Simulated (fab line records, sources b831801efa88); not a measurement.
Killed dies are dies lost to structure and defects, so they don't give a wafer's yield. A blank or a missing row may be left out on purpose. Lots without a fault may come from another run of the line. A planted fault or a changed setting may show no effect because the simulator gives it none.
Which tool did it? | flow sfq_line | 14 lots, 41 wafers sampled, at 2 steps of a route of 325

WHAT THE GAUGES READ, wafer by wafer
SFQ_I7_BOW_MEAS_946.
lot  | measured     | on            | I7_BOW (um)
L831 | day 75 05:26 | film_metro-04 | 5 10 5
L832 | day 75 07:08 | film_metro-03 | -1 7 -3
L834 | day 75 15:17 | film_metro-04 | 5 5 9
L835 | day 75 19:03 | film_metro-04 | 1 -11 -8
L836 | day 76 10:42 | film_metro-03 | 4 7 12
L837 | day 76 22:13 | film_metro-03 | -8 -1 -6
L840 | day 79 05:21 | film_metro-03 | 12 9 13
L841 | day 86 16:56 | film_metro-03 | 1 14 22
L842 | day 86 18:30 | film_metro-01 | 10 15 16
L843 | day 86 19:56 | film_metro-04 | 0 9 1
L849 | day 87 18:34 | film_metro-04 | 17 9 -3
L851 | day 88 01:50 | film_metro-04 | 31 18
L852 | day 88 05:16 | film_metro-04 | 4 14 15
L854 | day 88 18:28 | film_metro-04 | 9 6 10

WHICH TOOL RAN EACH LOT (tool, then ch and the chambers of the sampled wafers, then the start)
lot  | SFQ_TRILAYER_M4_LITHO_COAT_093
L831 | litho_track-02 ch 0, day 49 03:56
L832 | litho_track-03 ch 0, day 49 17:08
L834 | litho_track-03 ch 0, day 50 11:15
L835 | litho_track-01 ch 0, day 50 18:29
L836 | litho_track-01 ch 0, day 51 13:44
L837 | litho_track-01 ch 0, day 51 20:47
L840 | litho_track-01 ch 0, day 54 06:04
L841 | litho_track-03 ch 0, day 54 09:37
L842 | litho_track-02 ch 0, day 54 13:14
L843 | litho_track-02 ch 0, day 54 20:26
L849 | litho_track-03 ch 0, day 56 21:19
L851 | litho_track-03 ch 0, day 57 07:34
L852 | litho_track-03 ch 0, day 57 12:19
L854 | litho_track-02 ch 0, day 57 23:07
- SFQ_TRILAYER_M4_LITHO_COAT_093: resist thk 600 nm.

WHAT THE TOOLS THEMSELVES READ (means of the sampled wafers that have a number; where no wafer has one, the mark that the record gives instead)
SFQ_TRILAYER_M4_LITHO_COAT_093.
lot  | tool           | chill_plate_temp_C (C) | spin_speed_rpm (rpm)
L831 | litho_track-02 | 22.98                  | 3000.8
L832 | litho_track-03 | 23.05                  | 3000.1
L834 | litho_track-03 | 22.95                  | 2998.4
L835 | litho_track-01 | 23.07                  | 2999.5
L836 | litho_track-01 | 23.02                  | 2999.2
L837 | litho_track-01 | 22.97                  | 3001.2
L840 | litho_track-01 | 23.02                  | 2999.2
L841 | litho_track-03 | 23.27                  | 2998.7
L842 | litho_track-02 | 22.93                  | 2999.0
L843 | litho_track-02 | 23.08                  | 2999.7
L849 | litho_track-03 | 22.93                  | 2999.4
L851 | litho_track-03 | 22.92                  | 2844.4
L852 | litho_track-03 | 23.19                  | 2841.4
L854 | litho_track-02 | 23.03                  | 3001.6

THE ANSWER, worked out from the rows above alone
Rule: what is usual is taken from the lots themselves. Put in order of their means at a reading, lots are off if they are a third of the lots or fewer, leave a main group of 4 or more, and stand apart from it by a gap of 3 or more times the standard deviation of the main group's means; of several such gaps the widest counts. A main group whose means are all the same, to the digits that the tables above print for the reading, isn't used. A lot without any number at a reading at which 4 lots or more have one is off too. The other lots that the step has rows for count as sound. The gauges are gone through in route order, then the tools' own readings, and for those a lot's mean is taken as printed above. The first step at which some lot is off is used, and at that step the reading that is off furthest; a lot without a number counts as furthest.
Off: L851, L852, at SFQ_TRILAYER_M4_LITHO_COAT_093 (spin_speed_rpm). The main group: mean 2999.7 rpm, standard deviation 0.96.
A tool fits if, at that step or a process step before it, it ran every lot that is off, and no sound lot after the first of them. One fits: litho_track-03 at SFQ_TRILAYER_M4_LITHO_COAT_093. Its last sound lot is L849 (day 56 21:19), its first lot that is off L851 (day 57 07:34): a fault that began between those two fits.
The tool's own readings at SFQ_TRILAYER_M4_LITHO_COAT_093 bear it out: on the lots that are off they differ by more than 5 times the standard deviation of the sound lots' means. spin_speed_rpm reads 2842.9 rpm there against 2999.7 rpm on the sound lots.

WHAT THE SIMULATOR HAD PUT IN
Process parameter drift: litho_track-03, from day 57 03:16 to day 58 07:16, at SFQ_TRILAYER_M4_LITHO_COAT_093. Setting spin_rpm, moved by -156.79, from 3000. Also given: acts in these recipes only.
Lots struck among those shown: L851, L852. The rule above found the same.
